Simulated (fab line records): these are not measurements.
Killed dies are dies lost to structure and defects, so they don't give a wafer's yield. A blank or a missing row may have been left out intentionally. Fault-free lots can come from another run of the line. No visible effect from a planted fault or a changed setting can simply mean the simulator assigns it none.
2 desks, one fault | flow gf180mcu | what lay behind the numbers comes last; until then each desk has only its own

== THE TOOL OWNER'S DESK: cmp-01 ==
The tool's own readings at GF_V1_CMP_26 (polishes, stops on SiO2, t overpolish 15 s, target thk 0 nm): means of the sampled wafers that have a number, for each lot that ran on this tool. If a lot's mean is further than 4 standard deviations from the usual mean, the lot is out of limits and carries the mark OUT (the distance appears in the brackets).
Columns: A = motorCurrentA at GF_V1_CMP_26, usual 11.3 A; B = overpolishRunS at GF_V1_CMP_26, usual 15.000 s; C = timeToEndpointS at GF_V1_CMP_26, usual 84 s
lot  | first seen here | A    | B                        | C
L706 | day 18 17:04    | 12.9 | 15.000                   | 80
L707 | day 19 07:19    | 12.6 | 15.000                   | 83
L710 | day 20 05:30    | 11.9 | 14.995                   | 87
L715 | day 22 00:42    | 13.1 | 14.992                   | 86
L719 | day 23 12:43    | 12.2 | 14.998                   | 88
L720 | day 23 17:56    | 12.8 | 5.022 (-99 or more) OUT  | 117 (+8.5) OUT
L721 | day 24 08:22    | 11.8 | 10.010 (-99 or more) OUT | 101 (+4.4) OUT
This desk's finding: out of limits on L720, L721; first on L720, day 23 17:56 (overpolishRunS at GF_V1_CMP_26). Within limits: L706, L707, L710, L715, L719.

== FROM THE METROLOGY DESK ==
Lot by lot, what the gauges showed, no matter which tool ran the lot: averages of those sampled wafers that carry a number. If a lot's mean is further than 4 standard deviations from the usual mean, the lot is out of limits and carries the mark OUT (the distance appears in the brackets).
Columns: A = cdNm at GF_V1_CD_MEAS_14, usual 259.9 nm
lot  | first seen here | A
L706 | day 18 15:53    | 259.3
L707 | day 19 06:01    | 260.1
L708 | day 19 16:31    | 258.5
L710 | day 20 04:17    | 258.2
L712 | day 21 04:49    | 259.0
L715 | day 21 23:29    | 262.1
L719 | day 23 11:33    | 259.0
L720 | day 23 16:41    | 260.5
L721 | day 24 05:48    | 261.1
L722 | day 24 12:21    | 258.8
L723 | day 24 23:23    | 259.6
L724 | day 25 10:34    | 259.7
L726 | day 26 01:13    | 258.4
This desk found nothing out of limits on any of the 13 lots.

== TAKEN TOGETHER ==
At day 23 17:56, on L720, L721, the tool owner's desk was in a position to raise an alarm.
Metrology desk: nothing out of limits seen.
The metrology desk has L720, L721 on record, within its limits.
On cmp-01, each named lot ran GF_V1_CMP_26.

== WHAT THE SIMULATOR PUT IN ==
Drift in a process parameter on cmp-01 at GF_V1_CMP_26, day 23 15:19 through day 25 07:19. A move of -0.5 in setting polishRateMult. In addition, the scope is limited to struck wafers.
Lots struck among those shown: L720, L721.
Delay in hours, fault start to first out-of-limits reading, by desk: the tool owner's desk at 3.
